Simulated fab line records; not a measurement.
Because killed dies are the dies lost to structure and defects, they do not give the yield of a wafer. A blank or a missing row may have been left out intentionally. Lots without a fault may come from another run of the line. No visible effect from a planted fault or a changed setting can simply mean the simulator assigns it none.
Which tool is to blame?    flow sky130    Sampling: 14 lots, 42 wafers, 5 of 708 route steps

== WHAT EACH GAUGE READ, for each wafer ==
SKY_SONOS_ONO_THK_MEAS_01. Usual: SONOS_ONO_OXIDATION_THK 2.58 nm, standard deviation 0.051.
lot   measured      on             SONOS_ONO_OXIDATION_THK (nm)  flag
L231  day 11 07:56  film-metro-02  2.73 2.63 2.62                
L232  day 11 18:47  film-metro-02  2.55 2.59 2.60                
L233  day 11 23:26  film-metro-04  2.53 2.58 2.63                
L234  day 12 14:28  film-metro-02  2.65 2.66 2.58                
L235  day 12 22:15  film-metro-04  2.54 2.50 2.52                
L236  day 13 09:04  film-metro-04  2.71 2.63 2.66                
L237  day 13 12:07  film-metro-04  2.63 2.64 2.68                
L238  day 13 20:31  film-metro-04  2.59 2.57 2.53                
L239  day 14 04:11  film-metro-04  2.57 2.61 2.64                
L240  day 14 12:32  film-metro-02  2.61 2.51 2.53                
L241  day 15 03:40  film-metro-03  2.69 2.68 2.62                
L243  day 15 13:14  film-metro-03  2.59 2.60 2.61                
L247  day 16 16:54  film-metro-03  2.58 2.53 2.54                
L248  day 17 01:28  film-metro-04  2.54 2.60 2.54                

SKY_SONOS_ONO_THK_MEAS_03. Usual: SONOS_ONO_CVD_02_THK 10.56 nm, standard deviation 0.14.
lot   measured      on             SONOS_ONO_CVD_02_THK (nm)  flag
L231  day 11 09:03  film-metro-02  10.61 10.76 10.74          
L232  day 11 22:46  film-metro-02  10.56 10.59 10.69          
L233  day 12 02:58  film-metro-02  10.36 10.52 10.44          
L234  day 13 12:28  film-metro-02  10.52 10.54 10.50          
L235  day 13 12:27  film-metro-03  10.23 10.28 10.34          
L236  day 13 12:27  film-metro-04  10.35 10.41 10.41          
L237  day 13 16:39  film-metro-02  10.55 10.40 10.45          
L238  day 14 01:55  film-metro-02  10.52 10.45 10.53          
L239  day 14 05:38  film-metro-03  10.52 10.65 10.61          
L240  day 14 13:39  film-metro-04  10.74 10.76 10.89          
L241  day 15 04:47  film-metro-03  10.64 10.59 10.53          
L243  day 15 14:45  film-metro-04  10.64 10.57 10.68          
L247  day 16 18:52  film-metro-04  10.54 10.60 10.60          
L248  day 17 03:01  film-metro-02  10.71 10.68 10.62          

SKY_POLY_GATE_THK_MEAS_01. Usual: POLY_GATE_CVD_00_THK 180.4 nm, standard deviation 1.4.
lot   measured      on             POLY_GATE_CVD_00_THK (nm)            flag
L231  day 13 14:38  film-metro-01  182.3 181.6 181.1                    
L232  day 14 05:05  film-metro-03  181.8 181.3 182.1                    
L233  day 14 12:23  film-metro-03  180.7 181.3 180.9                    
L234  day 16 08:52  film-metro-03  179.6 181.0 180.7                    
L235  day 16 08:51  film-metro-04  181.5 180.6 180.4                    
L236  day 16 08:51  film-metro-01  180.2 180.0 180.8                    
L237  day 16 15:31  film-metro-01  180.2 180.2 179.9                    
L238  day 16 15:31  film-metro-03  180.4 181.9 182.2                    
L239  day 16 19:38  film-metro-04  181.5 182.0 182.1                    
L240  day 17 07:55  film-metro-03  182.0 179.3 180.4                    
L241  day 17 22:29  film-metro-01  179.0 180.9 180.8                    
L243  day 18 07:08  film-metro-04  178.7 178.1 177.7                    
L247  day 19 11:40  film-metro-03  238.6 236.5 236.4 238.7 236.5 236.0  OFF
L248  day 19 19:43  film-metro-03  239.0 238.9 238.1 239.1 238.9 238.0  OFF

SKY_POLY_GATE_CD_MEAS_13 targets a cd of 150 nm. Usual: cd-nm 151.1 nm, standard deviation 1.3.
lot   measured      on         cd-nm (nm)         flag
L231  day 16 00:05  cd-sem-01  151.1 151.1 152.3  
L232  day 16 10:46  cd-sem-01  152.6 153.0 150.7  
L233  day 16 18:39  cd-sem-01  151.3 151.2 150.6  
L234  day 19 00:42  cd-sem-02  148.0 149.2 148.0  
L235  day 19 01:02  cd-sem-01  150.3 150.3 150.5  
L236  day 18 19:53  cd-sem-02  150.8 151.8 151.6  
L237  day 19 06:26  cd-sem-02  152.2 152.1 151.6  
L238  day 19 05:48  cd-sem-01  152.5 153.9 153.5  
L239  day 19 09:47  cd-sem-02  151.9 151.1 152.2  
L240  day 21 01:55  cd-sem-01  151.9 150.9 151.2  
L241  day 21 03:28  cd-sem-01  153.1 150.5 150.9  
L243  day 21 04:42  cd-sem-01  152.0 152.7 149.9  
L247  day 22 03:22  cd-sem-01  153.1 151.8 152.9  
L248  day 22 07:42  cd-sem-01  151.5 151.8 152.2  

== WHAT TOOL EACH LOT RAN ON (gives the tool, then ch and the chambers of the sampled wafers, and finally the start) ==
lot   SKY_POLY_GATE_CVD_00
L231  lpcvd-01 ch 0, day 13 13:25
L232  lpcvd-01 ch 1, day 14 03:52
L233  lpcvd-01 ch 0, day 14 11:10
L234  lpcvd-01 ch 1, day 16 07:39
L235  lpcvd-01 ch 0, day 16 07:39
L236  lpcvd-01 ch 0, day 16 07:39
L237  lpcvd-01 ch 1, day 16 14:18
L238  lpcvd-01 ch 1, day 16 14:18
L239  lpcvd-01 ch 0, day 16 18:26
L240  lpcvd-01 ch 1, day 17 06:41
L241  lpcvd-01 ch 1, day 17 21:16
L243  lpcvd-01 ch 0, day 18 05:55
L247  lpcvd-01 ch 1, day 19 10:28
L248  lpcvd-01 ch 1, day 19 18:30
- SKY_POLY_GATE_CVD_00: deposits poly-Si, target thk 180 nm, time 720 s.

== WHAT THE TOOLS THEMSELVES READ (means of the sampled wafers that have a number; where no wafer has one, the mark that the record gives instead) ==
SKY_POLY_GATE_CVD_00. Usual: pressure-mtorr 199.9 mTorr, standard deviation 0.42.
lot   tool      pressure-mtorr (mTorr)  flag
L231  lpcvd-01  199.8                   
L232  lpcvd-01  200.1                   
L233  lpcvd-01  199.5                   
L234  lpcvd-01  199.9                   
L235  lpcvd-01  200.1                   
L236  lpcvd-01  200.0                   
L237  lpcvd-01  199.6                   
L238  lpcvd-01  200.1                   
L239  lpcvd-01  199.2                   
L240  lpcvd-01  200.0                   
L241  lpcvd-01  199.3                   
L243  lpcvd-01  200.1                   
L247  lpcvd-01  199.8                   
L248  lpcvd-01  199.6                   

== THE ANSWER, worked out from the rows above alone ==
Rule: lot off if the mean of its wafers having a number is beyond 3 standard deviations from the usual mean. Also off: a lot with no number at a reading for which 4 or more lots have one. Any other lot the step has rows for is counted as sound. Order of review: gauges by route order, followed by the tools' own readings, for which a lot's mean as printed above is used. The first step at which some lot is off is used, and at that step the reading that is off furthest; a lot without a number counts as furthest.
Off: L247, L248, seen at SKY_POLY_GATE_THK_MEAS_01 (POLY_GATE_CVD_00_THK).
If a tool, at a process step before that reading, ran all the lots that are off and no sound lot after the first of them, it fits. Those tools and the gauges at SKY_POLY_GATE_THK_MEAS_01 are tried in the same way. Can't be told from this: 2 tools fit, lpcvd-01 at SKY_POLY_GATE_CVD_00, film-metro-03 at SKY_POLY_GATE_THK_MEAS_01.

== WHAT WAS PUT IN BY THE SIMULATOR ==
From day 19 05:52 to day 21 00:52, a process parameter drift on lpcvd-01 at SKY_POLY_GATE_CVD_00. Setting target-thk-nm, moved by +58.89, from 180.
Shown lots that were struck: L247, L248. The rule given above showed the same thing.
